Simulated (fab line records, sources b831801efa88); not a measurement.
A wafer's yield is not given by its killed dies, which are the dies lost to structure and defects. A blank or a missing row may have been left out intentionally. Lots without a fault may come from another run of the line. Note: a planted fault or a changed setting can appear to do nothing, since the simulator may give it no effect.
Which tool was responsible? || flow sky130 || Sampling: 13 lots, 39 wafers, 4 of 708 route steps

== WHAT EACH GAUGE READ, for each wafer ==
SKY_NWELL_OVL_MEAS_10. Usual: for NWELL_00_OVL the level is 0.5 nm and the standard deviation is 1.3.
{"lot": "L993", "measured": "day 5 05:05", "on": "overlay-01", "NWELL_00_OVL (nm)": "-0.9 -0.1 -2.1", "flag": ""}
{"lot": "L995", "measured": "day 5 06:11", "on": "overlay-01", "NWELL_00_OVL (nm)": "0.4 1.8 2.2", "flag": ""}
{"lot": "L996", "measured": "day 5 12:23", "on": "overlay-02", "NWELL_00_OVL (nm)": "0.2 3.7 1.6", "flag": ""}
{"lot": "L997", "measured": "day 5 13:50", "on": "overlay-02", "NWELL_00_OVL (nm)": "2.2 2.6 0.5", "flag": ""}
{"lot": "L105", "measured": "day 7 15:36", "on": "overlay-01", "NWELL_00_OVL (nm)": "-0.8 0.4 -2.5", "flag": ""}
{"lot": "L107", "measured": "day 8 02:32", "on": "overlay-01", "NWELL_00_OVL (nm)": "0.3 0.2 0.7", "flag": ""}
{"lot": "L109", "measured": "day 8 20:38", "on": "overlay-01", "NWELL_00_OVL (nm)": "-0.5 -1.6 0.4", "flag": ""}
{"lot": "L110", "measured": "day 9 01:23", "on": "overlay-02", "NWELL_00_OVL (nm)": "0.4 2.2 0.6", "flag": ""}
{"lot": "L111", "measured": "day 9 03:14", "on": "overlay-02", "NWELL_00_OVL (nm)": "3.3 1.3 0.5", "flag": ""}
{"lot": "L112", "measured": "day 9 09:12", "on": "overlay-02", "NWELL_00_OVL (nm)": "1.8 2.6 2.4", "flag": ""}
{"lot": "L113", "measured": "day 9 14:02", "on": "overlay-01", "NWELL_00_OVL (nm)": "1.2 2.3 1.1", "flag": ""}
{"lot": "L115", "measured": "day 10 07:55", "on": "overlay-02", "NWELL_00_OVL (nm)": "0.0 1.4 -0.9", "flag": ""}
{"lot": "L116", "measured": "day 10 15:06", "on": "overlay-01", "NWELL_00_OVL (nm)": "0.1 0.1 -1.1", "flag": ""}

SKY_VT_ADJUST_HVTP_OVL_MEAS_08. Usual: for VT_ADJUST_HVTP_OVL the level is 0.1 nm and the standard deviation is 1.4.
{"lot": "L993", "measured": "day 6 19:59", "on": "overlay-02", "VT_ADJUST_HVTP_OVL (nm)": "0.9 -0.8 1.3", "flag": ""}
{"lot": "L995", "measured": "day 6 22:37", "on": "overlay-01", "VT_ADJUST_HVTP_OVL (nm)": "-0.6 -0.6 0.6", "flag": ""}
{"lot": "L996", "measured": "day 7 04:26", "on": "overlay-01", "VT_ADJUST_HVTP_OVL (nm)": "0.0 -0.4 -0.2", "flag": ""}
{"lot": "L997", "measured": "day 7 05:02", "on": "overlay-01", "VT_ADJUST_HVTP_OVL (nm)": "-0.3 -1.0 -0.7", "flag": ""}
{"lot": "L105", "measured": "day 9 09:42", "on": "overlay-02", "VT_ADJUST_HVTP_OVL (nm)": "3.5 1.5 3.2", "flag": ""}
{"lot": "L107", "measured": "day 9 23:25", "on": "overlay-01", "VT_ADJUST_HVTP_OVL (nm)": "0.8 0.3 -2.7", "flag": ""}
{"lot": "L109", "measured": "day 10 19:25", "on": "overlay-01", "VT_ADJUST_HVTP_OVL (nm)": "-2.0 -1.0 -0.4", "flag": ""}
{"lot": "L110", "measured": "day 10 23:43", "on": "overlay-01", "VT_ADJUST_HVTP_OVL (nm)": "1.4 1.7 0.9", "flag": ""}
{"lot": "L111", "measured": "day 11 02:07", "on": "overlay-02", "VT_ADJUST_HVTP_OVL (nm)": "-1.3 -1.7 -0.2", "flag": ""}
{"lot": "L112", "measured": "day 11 07:36", "on": "overlay-01", "VT_ADJUST_HVTP_OVL (nm)": "3.2 3.1 0.7", "flag": ""}
{"lot": "L113", "measured": "day 11 13:07", "on": "overlay-01", "VT_ADJUST_HVTP_OVL (nm)": "-0.4 -1.7 -1.0", "flag": ""}
{"lot": "L115", "measured": "day 12 10:11", "on": "overlay-01", "VT_ADJUST_HVTP_OVL (nm)": "-1.1 2.8 -1.5", "flag": ""}
{"lot": "L116", "measured": "day 12 17:16", "on": "overlay-02", "VT_ADJUST_HVTP_OVL (nm)": "1.5 1.1 0.6", "flag": ""}

SKY_VT_ADJUST_LVTN_OVL_MEAS_07. Usual: for VT_ADJUST_LVTN_OVL the level is 0.2 nm and the standard deviation is 1.2.
{"lot": "L993", "measured": "day 7 17:17", "on": "overlay-02", "VT_ADJUST_LVTN_OVL (nm)": "0.1 1.0 2.7", "flag": ""}
{"lot": "L995", "measured": "day 7 19:25", "on": "overlay-02", "VT_ADJUST_LVTN_OVL (nm)": "-1.6 0.2 -1.2", "flag": ""}
{"lot": "L996", "measured": "day 8 01:00", "on": "overlay-01", "VT_ADJUST_LVTN_OVL (nm)": "0.7 -0.4 1.7", "flag": ""}
{"lot": "L997", "measured": "day 8 01:29", "on": "overlay-01", "VT_ADJUST_LVTN_OVL (nm)": "1.8 1.6 2.9", "flag": ""}
{"lot": "L105", "measured": "day 10 07:49", "on": "overlay-01", "VT_ADJUST_LVTN_OVL (nm)": "0.4 -1.7 1.0", "flag": ""}
{"lot": "L107", "measured": "day 10 23:07", "on": "overlay-01", "VT_ADJUST_LVTN_OVL (nm)": "1.1 0.7 1.5", "flag": ""}
{"lot": "L109", "measured": "day 11 20:23", "on": "overlay-02", "VT_ADJUST_LVTN_OVL (nm)": "-0.9 -1.0 -1.1", "flag": ""}
{"lot": "L110", "measured": "day 11 23:54", "on": "overlay-01", "VT_ADJUST_LVTN_OVL (nm)": "-0.7 0.5 1.4", "flag": ""}
{"lot": "L111", "measured": "day 12 03:06", "on": "overlay-02", "VT_ADJUST_LVTN_OVL (nm)": "-0.7 -0.5 -3.0", "flag": ""}
{"lot": "L112", "measured": "day 12 09:00", "on": "overlay-01", "VT_ADJUST_LVTN_OVL (nm)": "0.5 1.3 1.7", "flag": ""}
{"lot": "L113", "measured": "day 12 13:39", "on": "overlay-01", "VT_ADJUST_LVTN_OVL (nm)": "0.7 -0.4 -0.1", "flag": ""}
{"lot": "L115", "measured": "day 13 11:58", "on": "overlay-01", "VT_ADJUST_LVTN_OVL (nm)": "-0.2 0.9 0.2", "flag": ""}
{"lot": "L116", "measured": "day 13 19:21", "on": "overlay-02", "VT_ADJUST_LVTN_OVL (nm)": "0.5 -0.7 -0.9", "flag": ""}

== WHAT TOOL EACH LOT RAN ON (gives the tool, then ch and the chambers of the sampled wafers, and finally the start) ==
{"lot": "L993", "SKY_PWDE_EXPOSE_04": "iline_stepper-02 ch 0, day 4 02:23"}
{"lot": "L995", "SKY_PWDE_EXPOSE_04": "iline_stepper-01 ch 0, day 4 03:51"}
{"lot": "L996", "SKY_PWDE_EXPOSE_04": "iline_stepper-02 ch 0, day 4 09:04"}
{"lot": "L997", "SKY_PWDE_EXPOSE_04": "iline_stepper-01 ch 0, day 4 10:19"}
{"lot": "L105", "SKY_PWDE_EXPOSE_04": "iline_stepper-01 ch 0, day 6 08:50"}
{"lot": "L107", "SKY_PWDE_EXPOSE_04": "iline_stepper-02 ch 0, day 6 20:07"}
{"lot": "L109", "SKY_PWDE_EXPOSE_04": "iline_stepper-01 ch 0, day 7 13:52"}
{"lot": "L110", "SKY_PWDE_EXPOSE_04": "iline_stepper-01 ch 0, day 7 17:49"}
{"lot": "L111", "SKY_PWDE_EXPOSE_04": "iline_stepper-02 ch 0, day 7 19:59"}
{"lot": "L112", "SKY_PWDE_EXPOSE_04": "iline_stepper-01 ch 0, day 8 00:32"}
{"lot": "L113", "SKY_PWDE_EXPOSE_04": "iline_stepper-02 ch 0, day 8 03:41"}
{"lot": "L115", "SKY_PWDE_EXPOSE_04": "iline_stepper-02 ch 0, day 8 22:32"}
{"lot": "L116", "SKY_PWDE_EXPOSE_04": "iline_stepper-02 ch 0, day 9 04:01"}
- SKY_PWDE_EXPOSE_04: exposes mask PWDEM, target cd 840 nm.

== WHAT THE TOOLS THEMSELVES READ (means of the sampled wafers that have a number; where no wafer has one, the mark that the record gives instead) ==
SKY_PWDE_EXPOSE_04. Usual: exposure_dose_mJ_cm2 214.08, standard deviation 0.23; stage_vel_mm_s 500.09 mm/s, standard deviation 0.26.
{"lot": "L993", "tool": "iline_stepper-02", "exposure_dose_mJ_cm2": 213.94, "stage_vel_mm_s (mm/s)": 499.87, "flag": ""}
{"lot": "L995", "tool": "iline_stepper-01", "exposure_dose_mJ_cm2": 213.93, "stage_vel_mm_s (mm/s)": 500.16, "flag": ""}
{"lot": "L996", "tool": "iline_stepper-02", "exposure_dose_mJ_cm2": 213.81, "stage_vel_mm_s (mm/s)": 499.98, "flag": ""}
{"lot": "L997", "tool": "iline_stepper-01", "exposure_dose_mJ_cm2": 214.17, "stage_vel_mm_s (mm/s)": 500.07, "flag": ""}
{"lot": "L105", "tool": "iline_stepper-01", "exposure_dose_mJ_cm2": 213.82, "stage_vel_mm_s (mm/s)": 500.20, "flag": ""}
{"lot": "L107", "tool": "iline_stepper-02", "exposure_dose_mJ_cm2": 214.01, "stage_vel_mm_s (mm/s)": 500.60, "flag": ""}
{"lot": "L109", "tool": "iline_stepper-01", "exposure_dose_mJ_cm2": 213.93, "stage_vel_mm_s (mm/s)": 500.39, "flag": ""}
{"lot": "L110", "tool": "iline_stepper-01", "exposure_dose_mJ_cm2": 213.79, "stage_vel_mm_s (mm/s)": 500.31, "flag": ""}
{"lot": "L111", "tool": "iline_stepper-02", "exposure_dose_mJ_cm2": 214.06, "stage_vel_mm_s (mm/s)": 499.95, "flag": ""}
{"lot": "L112", "tool": "iline_stepper-01", "exposure_dose_mJ_cm2": 214.12, "stage_vel_mm_s (mm/s)": 500.22, "flag": ""}
{"lot": "L113", "tool": "iline_stepper-02", "exposure_dose_mJ_cm2": 213.70, "stage_vel_mm_s (mm/s)": 499.87, "flag": ""}
{"lot": "L115", "tool": "iline_stepper-02", "exposure_dose_mJ_cm2": 214.28, "stage_vel_mm_s (mm/s)": 500.05, "flag": ""}
{"lot": "L116", "tool": "iline_stepper-02", "exposure_dose_mJ_cm2": 214.10, "stage_vel_mm_s (mm/s)": 499.85, "flag": ""}

== THE ANSWER, worked out from the rows above alone ==
Rule: take the mean of a lot's wafers that have a number; if it is more than 3 standard deviations from the usual mean, the lot is off. Also off: a lot with no number at a reading for which 4 or more lots have one. All remaining lots with rows at the step are treated as sound. After the gauges, taken in route order, come the tools' own readings; for these a lot's mean is taken, as printed above. At the first step where some lot is off, the reading lying furthest off is the one used; lots without a number count as furthest.
None of the lots is off at any reading shown; this tells nothing.

== WHAT THE SIMULATOR HAD PUT IN ==
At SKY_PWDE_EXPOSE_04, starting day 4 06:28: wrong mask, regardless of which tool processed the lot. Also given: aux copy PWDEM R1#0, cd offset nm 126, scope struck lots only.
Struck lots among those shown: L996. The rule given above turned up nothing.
